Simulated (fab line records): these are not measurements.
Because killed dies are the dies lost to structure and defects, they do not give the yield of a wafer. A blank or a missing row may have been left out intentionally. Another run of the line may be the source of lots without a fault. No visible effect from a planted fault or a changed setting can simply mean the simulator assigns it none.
8D (eight disciplines) problem report, filled in by code	flow gf180mcu	the parts of the form that need people (team, actions taken, sign-off) are left out

## 1. WHAT IS WRONG
Wafers without a fault read 0.992 a.u., standard deviation 0.0055; oes-product-au at GF_M4_METAL_ETCH_16 reads a mean of 0.850 a.u. on 3 wafers belonging to 2 lots. That puts it -26 standard deviations away from the usual mean.
The step: etches the open film in Cl2/BCl3, stops on SiO2, target depth 750.8 nm, time 125.1 s.
The first sign was on wafer L888.5 at day 27 06:37, on rie-metal-02. The record has a number at this step for 42 wafers belonging to 14 lots. By rule, "out" or "out of limits" means more than 4 standard deviations away from the usual mean. Any other wafer with a number is counted as sound.

## 2. WHAT IT IS; WHAT IT IS NOT
question	is	is not
which readings at this step	oes-product-au, throttle-valve-pct	drypump-motor-current-A, mfc-cl2-sccm
which lots	L888, L889	L876, L877, L878, L883, L886, L890, L891, L892, L893, L895, L897, L898
which wafers of those lots	L888.5, L889.1, L889.4	L888.1, L888.4, L889.3
read on which tools	rie-metal-02	rie-metal-01, rie-metal-04
when	from day 27 06:37	up to then (17 sound wafers); but 22 sound wafers of L889, L890, L891, L892, L893, L895, L897, L898 came after

## 3. THE SUSPECTS, EACH WITH WHAT RULES IT OUT
Counting: a tool at a process step up to the reading stays a suspect if it ran every lot that is out. Sound lots after the first of them don't rule it out here, since some wafers of a struck lot are sound.
- rie-metal-02 at GF_M4_METAL_ETCH_16 (etches the open film in Cl2/BCl3, stops on SiO2, target depth 750.8 nm, time 125.1 s): kept. Ran every lot that is out, first one L888 (day 27 06:37); last sound lot up to then L883 (day 25 23:10). Its own readings are out on those wafers: oes-product-au, throttle-valve-pct.
- Within rie-metal-02 at GF_M4_METAL_ETCH_16, the wafers that are out were processed in chamber 0 and their sound lot-mates in chamber 1.
After counting, what remains is rie-metal-02 at GF_M4_METAL_ETCH_16.

## 4. THE CAUSE (what the simulator had put in)
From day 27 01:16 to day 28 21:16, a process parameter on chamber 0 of rie-metal-02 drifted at GF_M4_METAL_ETCH_16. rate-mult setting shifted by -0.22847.
After counting, this tool was the only one left.

## 5. THE EFFECT CHAIN, in route order
One row per reading whose mean, taken over the struck wafers that have a number, lies over 3 standard deviations from the usual. Only readings for which the record gives a usual standard deviation are gone through. hours: the time from each lot's start at the first step in this table that gives one to its start at this step, as a median over the lots. sigmas: the change in usual standard deviations.
hours	step	reading	usual	on struck wafers	change	sigmas
0	GF_M4_METAL_ETCH_16	oes-product-au	0.992 a.u.	0.850	-0.142	-26
0	GF_M4_METAL_ETCH_16	throttle-valve-pct	28.229 %	28.389	+0.160	+18
0	GF_M4_STRIP_17	oes-product-au	0.537 a.u.	0.570	+0.033	+6.4
0	GF_M4_STRIP_17	strip-time-to-endpoint-s	7.37 s	8.08	+0.71	+14
Here are the process steps it includes:
- GF_M4_METAL_ETCH_16: etches the open film in Cl2/BCl3, stops on SiO2, target depth 750.8 nm, time 125.1 s.
- GF_M4_STRIP_17: strips in O2/N2.

## 6. HOW IT WOULD HAVE BEEN CAUGHT EARLIER
5 hours passed between the start of the fault at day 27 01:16 and the first reading out of limits in this record, taken at day 27 06:37.
